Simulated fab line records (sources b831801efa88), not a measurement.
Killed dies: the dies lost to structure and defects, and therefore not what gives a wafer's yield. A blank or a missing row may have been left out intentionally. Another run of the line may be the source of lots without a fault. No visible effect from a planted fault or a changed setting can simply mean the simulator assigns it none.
fab line records	flow sky130
record lots=11	wafers=33	last_day=50
route steps=708 shown SD_N@349 CONTACT@416 METAL1@452 PAD_OPEN@708
lots untouched by any fault: they come from a run of this same line in which no faults occurred
start_h: the number of hours between the record's first day and the start of the first shown wafer of the lot	wait_h: hours since the lot's step before	" repeats the value in the row above	L1.1+2: a row that stands for several wafers	- no value present, or no start provided	* or withheld: withheld	< > ~ a bound
route shown NAME@n: NAME is a module with steps in the file, n the number in the route of the first one	usual: mean/standard deviation taken from wafers without a fault	same: alike in all rows	chamber/n: place in a boat	sites: readings site by site	_std_site: the values' standard deviation	_edge_site: the outer-site mean with the inner-site mean subtracted	radius_mm: for every site, how far away it sits from the centre of the wafer	mask NAME#n: copy n	behind: tool/chamber where the wafer was last shaped	hold: why the lot was held/for how many hours/how that ended	device: names the non-switching transistor (n, p or np)	end of line: the route-end tests of the same wafers	a step without rows: its recipe alone	killed: dies lost to structure and defects at the first sort, not the wafer's yield	map: per-die view of a wafer (x killed, . not killed, _ where there is no die)
set.NAME: the run value of the setting; set.NAME@STEP: its run value at that earlier step	model.NAME: the simulator's own value behind a step, which no gauge read
route steps across a sampled set of lots; one table per step, one row per wafer
services: when a tool's chamber went out of use (start_h, in hours from the record's first day, below 0 if earlier), for how many hours, and the reason
## steps
# step SKY_SD_N_CD_MEAS_07
# recipe target_cd_nm=380
# usual cd_nm=379.3/2
lot.wafer	tool	chamber	start_h	wait_h	cd_nm
L554.3	cd_sem-02	-	640.33	0.1	378.9
L554.4	"	-	"	"	380.0
L554.6	"	-	"	"	380.6
L555.2	cd_sem-01	-	654.01	0.1	380.1
L555.4	"	-	"	"	380.6
L555.5	"	-	"	"	383.0
L558.1	cd_sem-02	-	681.75	0.1	383.5
L558.3	"	-	"	"	379.5
L558.4	"	-	"	"	378.5
L559.1	cd_sem-01	-	689.74	0.1	377.7
L559.5	"	-	"	"	377.7
L559.6	"	-	"	"	378.6
L560.2	cd_sem-01	-	693.11	0.1	379.4
L560.3	"	-	"	"	380.3
L560.5	"	-	"	"	381.0
L562.3	cd_sem-02	-	713.03	0.1	378.2
L562.4	"	-	"	"	381.1
L562.6	"	-	"	"	380.3
L566.1	cd_sem-01	-	745.15	0.1	378.4
L566.4	"	-	"	"	379.4
L566.5	"	-	"	"	379.8
L567.2	cd_sem-01	-	749.52	0.1	381.9
L567.3	"	-	"	"	381.9
L567.6	"	-	"	"	381.2
L568.3	cd_sem-02	-	755.18	0.1	378.4
L568.5	"	-	"	"	375.7
L568.6	"	-	"	"	378.7
L572.2	cd_sem-02	-	799.12	0.1	379.4
L572.4	"	-	"	"	380.7
L572.6	"	-	"	"	378.7
L576.1	cd_sem-02	-	809.19	0.1	378.9
L576.2	"	-	"	"	382.4
L576.3	"	-	"	"	378.9
# step SKY_CONTACT_SOFTBAKE_10
# recipe temp_c=100	time_s=90	resist=KrF-thick
# usual heater_power_total_W=57.36/0.12	plate_temp_C=99.99/0.11
lot.wafer	tool	chamber	start_h	wait_h	heater_power_total_W	plate_temp_C
L554.3	litho_track-02	0	715	-	57.29	99.93
L554.4	"	0	"	"	57.31	99.97
L554.6	"	0	"	"	57.20	99.94
L555.2	litho_track-01	0	728	-	57.28	100.05
L555.4	"	0	"	"	57.16	99.91
L555.5	"	0	"	"	57.42	99.93
L558.1	litho_track-04	0	754	-	57.44	99.85
L558.3	"	0	"	"	57.27	99.76
L558.4	"	0	"	"	57.26	100.05
L559.1	litho_track-02	0	763	-	57.47	100.16
L559.5	"	0	"	"	57.20	100.15
L559.6	"	0	"	"	57.39	99.99
L560.2	litho_track-02	0	769	-	57.40	99.82
L560.3	"	0	"	"	57.51	100.05
L560.5	"	0	"	"	57.42	99.94
L562.3	litho_track-04	0	784	-	57.42	100.17
L562.4	"	0	"	"	57.40	99.91
L562.6	"	0	"	"	57.24	100.05
L566.1	litho_track-04	0	816	-	57.45	99.99
L566.4	"	0	"	"	57.37	99.93
L566.5	"	0	"	"	57.47	99.88
L567.2	litho_track-02	0	822	-	64.87	109.62
L567.3	"	0	"	"	64.95	109.50
L567.6	"	0	"	"	65.02	109.52
L568.3	litho_track-02	0	825	-	64.79	109.46
L568.5	"	0	"	"	65.06	109.53
L568.6	"	0	"	"	65.21	109.43
L572.2	litho_track-04	0	868	-	57.20	99.99
L572.4	"	0	"	"	57.59	100.00
L572.6	"	0	"	"	57.55	100.12
L576.1	litho_track-01	0	879	-	57.26	100.08
L576.2	"	0	"	"	57.20	100.15
L576.3	"	0	"	"	57.44	100.23
# step SKY_CONTACT_CD_MEAS_14
# recipe target_cd_nm=170
# usual cd_nm=170.1/1.4
lot.wafer	tool	chamber	start_h	wait_h	hold	cd_nm
L554.3	cd_sem-01	-	729.84	-	-	171.8
L554.4	"	-	"	"	-	170.1
L554.6	"	-	"	"	-	171.6
L555.2	cd_sem-02	-	742.97	-	-	169.9
L555.4	"	-	"	"	-	169.5
L555.5	"	-	"	"	-	169.7
L558.1	cd_sem-01	-	767.73	-	-	169.6
L558.3	"	-	"	"	-	170.1
L558.4	"	-	"	"	-	169.3
L559.1	cd_sem-01	-	776.50	-	-	170.7
L559.5	"	-	"	"	-	171.0
L559.6	"	-	"	"	-	170.7
L560.2	cd_sem-02	-	781.90	-	-	169.8
L560.3	"	-	"	"	-	170.0
L560.5	"	-	"	"	-	169.4
L562.3	cd_sem-02	-	797.42	-	-	168.2
L562.4	"	-	"	"	-	168.1
L562.6	"	-	"	"	-	167.4
L566.1	cd_sem-01	-	830.34	-	-	169.2
L566.4	"	-	"	"	-	169.0
L566.5	"	-	"	"	-	168.9
L567.2	cd_sem-02	-	835.60	-	await_dispo/0.2h/release	176.2
L567.3	"	-	"	"	await_dispo/0.2h/release	176.4
L567.6	"	-	"	"	await_dispo/0.2h/release	175.9
L567.2	cd_sem-02	-	835.88	0.3	-	177.1
L567.3	"	-	"	"	-	176.0
L567.6	"	-	"	"	-	175.9
L568.3	cd_sem-02	-	837.76	-	await_dispo/0.2h/release	176.6
L568.5	"	-	"	"	await_dispo/0.2h/release	177.3
L568.6	"	-	"	"	await_dispo/0.2h/release	177.8
L568.3	cd_sem-02	-	838.04	0.3	-	176.9
L568.5	"	-	"	"	-	177.6
L568.6	"	-	"	"	-	178.2
L572.2	cd_sem-01	-	881.35	-	-	169.4
L572.4	"	-	"	"	-	171.3
L572.6	"	-	"	"	-	171.3
L576.1	cd_sem-02	-	892.04	-	-	169.9
L576.2	"	-	"	"	-	171.2
L576.3	"	-	"	"	-	170.8
# step SKY_CONTACT_STRIP_19
# recipe chemistry=O2/N2	power_w=1400	pressure_mtorr=1500	platen_temp_c=withheld	o2_flow_sccm=3000	n2_flow_sccm=300	overash_fraction=0.5
# usual drypump_motor_current_A=6.0/0.48	oes_product_au=0.381/0.0047	strip_time_to_endpoint_s=3.611/0.027
lot.wafer	tool	chamber	start_h	wait_h	drypump_motor_current_A	oes_product_au	rf_hours_counter_h	strip_time_to_endpoint_s
L554.3	plasma_asher-02	0	730.12	-	5.4	0.381	-	3.562
L554.4	"	1	"	"	6.2	0.381	-	3.591
L554.6	"	0	"	"	5.4	0.381	-	3.603
L555.2	plasma_asher-01	0	743.23	-	6.7	0.376	0	3.641
L555.4	"	1	"	"	5.7	0.375	-	3.621
L555.5	"	0	"	"	6.7	0.386	-	3.629
L558.1	plasma_asher-01	1	773.34	-	5.7	0.376	3	3.619
L558.3	"	1	"	"	5.7	0.385	-	3.617
L558.4	"	0	"	"	6.7	0.372	-	3.637
L559.1	plasma_asher-01	0	776.88	-	6.7	0.379	4	3.577
L559.5	"	1	"	"	5.7	0.385	-	3.597
L559.6	"	0	"	"	6.7	0.375	-	3.582
L560.2	plasma_asher-02	0	782.17	-	5.4	0.385	100	3.608
L560.3	"	0	"	"	5.4	0.381	-	3.613
L560.5	"	1	"	"	6.2	0.378	-	3.617
L562.3	plasma_asher-01	1	797.70	-	5.7	0.387	-	3.630
L562.4	"	0	"	"	6.7	0.372	-	3.619
L562.6	"	0	"	"	6.7	0.383	-	3.654
L566.1	plasma_asher-02	0	830.63	-	5.4	0.380	106	3.583
L566.4	"	0	"	"	5.4	0.379	-	3.574
L566.5	"	1	"	"	6.2	0.377	-	3.599
L567.2	plasma_asher-02	1	838.95	-	6.2	0.376	107	3.521
L567.3	"	1	"	"	6.2	0.383	-	3.550
L567.6	"	1	"	"	6.2	0.373	-	3.535
L568.3	plasma_asher-02	0	844.60	-	5.4	0.380	-	3.537
L568.5	"	0	"	"	5.4	0.373	-	3.527
L568.6	"	1	"	"	6.2	0.386	-	3.570
L572.2	plasma_asher-04	0	881.62	-	5.9	0.377	31	3.636
L572.4	"	1	"	"	6.4	0.380	-	3.640
L572.6	"	0	"	"	5.9	0.384	-	3.643
L576.1	plasma_asher-02	0	892.33	-	5.4	0.383	113	3.670
L576.2	"	1	"	"	6.2	0.380	113	3.621
L576.3	"	0	"	"	5.4	0.381	-	3.627
# step SKY_CONTACT_CMP_27
# recipe stop_on=SiO2	t_overpolish_s=15	down_force_psi=3.5	platen_rpm=60	target_thk_nm=0	pad_velocity_m_s=0.94248
# usual motor_current_A=10.3/1.3	overpolish_run_s=14.998/0.0093	platen_rpm=60.00/0.042	time_to_endpoint_s=80.8/2.9
# same t_overpolish_s=15
lot.wafer	tool	chamber	start_h	wait_h	motor_current_A	overpolish_run_s	platen_rpm	time_to_endpoint_s
L554.3	cmp-01	3	731.09	0.1	9.5	14.983	59.98	82.5
L554.4	"	0	"	"	9.4	15.003	59.97	81.4
L554.6	"	2	"	"	12.1	14.984	59.91	82.9
L555.2	cmp-01	1	744.18	0.0	10.8	14.998	59.99	84.8
L555.4	"	0	"	"	9.2	15.004	59.97	84.1
L555.5	"	1	"	"	10.9	14.997	60.04	85.3
L558.1	cmp-01	3	774.52	0.3	9.6	15.000	60.11	80.6
L558.4	"	1	"	"	11.1	14.993	60.03	79.9
L558.3	"	2	"	"	11.8	15.019	59.95	85.4
L559.1	cmp-01	3	780.92	3.1	9.9	14.981	60.02	77.9
L559.6	"	3	"	"	9.4	15.011	60.06	77.9
L559.5	"	0	"	"	8.8	15.003	59.97	75.9
L560.3	cmp-01	1	783.16	0.1	10.9	14.996	59.93	82.4
L560.2	"	3	"	"	9.8	15.004	60.02	79.5
L560.5	"	1	"	"	10.9	15.000	60.02	78.6
L562.4	cmp-02	1	798.65	0.0	10.6	14.982	60.01	81.5
L562.3	"	3	"	"	10.8	14.981	59.99	78.2
L562.6	"	1	"	"	11.6	14.995	60.00	82.1
L566.4	cmp-01	1	831.62	0.1	10.9	15.005	59.99	79.8
L566.1	"	3	"	"	10.2	14.995	59.93	83.8
L566.5	"	1	"	"	10.8	14.995	59.95	81.0
L567.2	cmp-01	0	839.90	0.0	8.7	14.994	59.99	77.1
L567.3	"	1	"	"	11.2	14.998	59.99	78.8
L567.6	"	1	"	"	10.8	15.011	60.10	78.4
L568.3	cmp-01	1	846.10	0.2	10.5	14.999	59.95	82.3
L568.6	"	0	"	"	9.1	14.987	59.97	82.2
L568.5	"	1	"	"	10.5	14.992	60.06	81.3
L572.2	cmp-01	0	882.57	0.0	8.6	15.005	60.02	78.9
L572.4	"	2	"	"	12.5	14.990	60.01	84.7
L572.6	"	1	"	"	11.4	14.992	59.94	81.9
L576.2	cmp-01	1	893.31	0.0	10.6	14.995	59.92	74.8
L576.3	"	2	"	"	12.7	14.997	59.95	83.7
L576.1	"	3	"	"	9.9	15.004	59.97	78.4
# step SKY_METAL1_ETCH_18
# recipe chemistry=N2/H2	target=BARC	ion_energy_ev=200	bias_w=100	pressure_mtorr=30	n2_flow_sccm=100	h2_flow_sccm=200	icp_w=500	stop_on=SiO2	time_s=45.9	target_depth_a=600
# usual drypump_motor_current_A=5.8/0.61	he_backside_leak_sccm=3.41/0.25	oes_product_au=0.855/0.0049	throttle_valve_pct=13.224/0.0092
lot.wafer	tool	chamber	start_h	wait_h	drypump_motor_current_A	he_backside_leak_sccm	oes_product_au	rf_hours_counter_h	throttle_valve_pct
L554.3	rie_metal-01	1	759.35	0.0	6.6	3.79	0.857	-	13.201
L554.4	"	0	"	"	6.1	3.08	0.855	-	13.217
L554.6	"	0	"	"	6.1	2.96	0.856	-	13.213
L555.2	rie_metal-02	1	771.78	0.0	6.2	3.45	0.852	1	13.213
L555.4	"	0	"	"	5.6	3.08	0.860	-	13.221
L555.5	"	0	"	"	5.6	2.95	0.850	-	13.214
L558.1	rie_metal-03	1	800.98	0.0	5.0	3.59	0.857	8	13.208
L558.3	"	1	"	"	5.0	3.49	0.850	-	13.227
L558.4	"	0	"	"	5.2	3.62	0.857	-	13.221
L559.1	rie_metal-01	1	806.79	0.0	6.6	3.52	0.863	1	13.221
L559.5	"	0	"	"	6.1	3.15	0.862	-	13.232
L559.6	"	1	"	"	6.6	3.35	0.857	-	13.212
L560.2	rie_metal-03	0	809.34	0.0	5.2	3.39	0.856	1	13.244
L560.3	"	1	"	"	5.0	3.67	0.855	-	13.224
L560.5	"	1	"	"	5.0	3.65	0.852	-	13.204
L562.3	rie_metal-02	0	825.05	0.0	5.6	3.22	0.856	-	13.239
L562.4	"	1	"	"	6.1	3.16	0.852	-	13.201
L562.6	"	0	"	"	5.6	3.37	0.847	-	13.219
L566.1	rie_metal-02	0	858.23	0.0	5.5	2.87	0.856	6	13.229
L566.4	"	0	"	"	5.6	3.17	0.844	-	13.216
L566.5	"	1	"	"	6.2	3.32	0.849	-	13.232
L567.2	rie_metal-01	0	863.24	0.0	6.1	3.08	0.860	16	13.232
L567.3	"	1	"	"	6.6	3.37	0.857	-	13.229
L567.6	"	0	"	"	6.1	3.05	0.856	-	13.222
L568.3	rie_metal-03	1	865.36	0.0	5.0	3.79	0.860	-	13.230
L568.5	"	0	"	"	5.2	3.38	0.858	-	13.226
L568.6	"	1	"	"	5.0	3.87	0.854	-	13.223
L572.2	rie_metal-01	1	908.83	0.1	6.6	3.76	0.865	-	13.213
L572.4	"	1	"	"	6.6	3.69	0.851	-	13.219
L572.6	"	1	"	"	6.6	3.44	0.859	-	13.226
L576.1	rie_metal-03	1	919.03	0.0	5.0	3.54	0.855	12	13.224
L576.2	"	0	"	"	5.2	3.54	0.847	6	13.228
L576.3	"	1	"	"	5.0	3.74	0.854	-	13.217
# step SKY_PAD_OPEN_PROBE_99
# usual killed_at_M0_to_M3=44/6.6	killed_at_M4_up=3.4/1.9	killed_at_contacts=25/5.6	killed_at_front_end=15/4.6	killed_at_other=0.3/0.6	killed_dies=88/9.5	killed_open=47/7.1	killed_short=40/6.4
# same gross_dies=492	killed_at_back_side=0
lot.wafer	tool	chamber	start_h	wait_h	killed_at_M0_to_M3	killed_at_M4_up	killed_at_contacts	killed_at_front_end	killed_at_other	killed_dies	killed_open	killed_short
L567.2	prober-01	-	1149.82	0.1	43	5	21	12	0	81	42	39
L567.3	prober-01	-	1149.87	0.2	31	2	32	12	0	77	47	30
L567.6	prober-01	-	1150.02	0.2	44	6	24	23	0	97	59	38
L568.6	prober-02	-	1152.27	0.2	50	1	22	9	0	82	42	40
# killed by level:class
L567.2 CONTACT:geometric_particle:open=10 VIA3:geometric_particle:open=10 VIA1:geometric_particle:open=7 METAL1:geometric_particle:short=7 VIA1:geometric_particle:short=6 LI_CONTACT:geometric_particle:open=5 FIELD_ISO:geometric_particle:short=4 METAL3:geometric_particle:short=4
L567.3 CONTACT:geometric_particle:open=12 LI_CONTACT:geometric_particle:open=10 VIA3:geometric_particle:open=8 POLY_GATE:geometric_particle:open=6 VIA1:geometric_particle:open=5 VIA1:geometric_particle:short=5 METAL2:geometric_particle:short=4 LOCAL_INTERCONNECT:geometric_particle:short=4
L567.6 VIA1:geometric_particle:open=12 VIA3:geometric_particle:open=10 CONTACT:geometric_particle:open=9 FIELD_ISO:geometric_particle:open=8 VIA2:geometric_particle:open=6 LI_CONTACT:geometric_particle:open=5 CONTACT:geometric_particle:short=5 METAL4:geometric_particle:short=5
L568.6 METAL1:geometric_particle:short=11 CONTACT:geometric_particle:open=8 VIA1:geometric_particle:short=7 LI_CONTACT:geometric_particle:open=6 VIA2:geometric_particle:open=6 VIA1:geometric_particle:open=5 VIA2:geometric_particle:short=5 VIA3:geometric_particle:open=5
## services
tool	chamber	start_h	hours	kind
cmp-02	-	705.77	0.2	repair
plasma_asher-04	-	707.76	0.8	repair
plasma_asher-04	-	722.16	120.1	pm
plasma_asher-01	-	733.75	9.0	pm
cmp-01	-	741.47	1.8	repair
cmp-02	-	743.37	33.0	repair
plasma_asher-01	-	745.79	4.5	repair
cmp-02	-	749.54	1.4	repair
cmp-01	-	751.61	3.9	repair
plasma_asher-01	-	766.41	6.7	repair
plasma_asher-02	-	766.42	12.0	repair
cmp-01	-	789.75	6.3	pm
rie_metal-01	-	796.05	4.3	pm
cmp-01	-	804.65	0.5	repair
cmp-01	-	809.70	0.7	repair
cmp-01	-	810.38	6.3	pm
cmp-01	-	825.64	0.5	repair
plasma_asher-01	-	827.69	14.6	pm
rie_metal-03	-	858.04	2.8	pm
rie_metal-01	0	891.67	41.1	repair
cmp-01	-	895.45	2.0	repair
cmp-01	-	902.48	10.3	repair
cmp-01	-	912.76	4.0	pm
cmp-01	-	916.08	2.1	repair
## key
first_sign step=SKY_CONTACT_SOFTBAKE_10	reading=plate_temp_C	direction=up	sigmas=85	usual=*	struck=*
effect step=SKY_CONTACT_SOFTBAKE_10	reading=heater_power_total_W	direction=up	sigmas=65	usual=*	struck=*
effect step=SKY_CONTACT_CD_MEAS_14	reading=visit	direction=added
effect step=SKY_CONTACT_STRIP_19	reading=strip_time_to_endpoint_s	direction=down	sigmas=2.7	usual=*	struck=*
met_at SKY_CONTACT_SOFTBAKE_10
struck_lots L567,L568
tester_left_out L567,L568
not_acting_at SKY_SD_N_CD_MEAS_07,SKY_CONTACT_CMP_27,SKY_METAL1_ETCH_18
onset_between 769 822
fault kind=process_parameter_drift	tool=litho_track-02	chamber=-	onset_h=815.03	steps=SKY_CONTACT_SOFTBAKE_10	channel=temp_c	offset=*	shape=step	end_h=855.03	acts_in=*	stated=*
# tester_left_out: of these lots the tester's yield and bins aren't shown, on N5 and GAA mostly nor the transistor test; their killed dies are dies lost to structure and defects alone, not to doping, threshold or leakage, so they don't give the yield
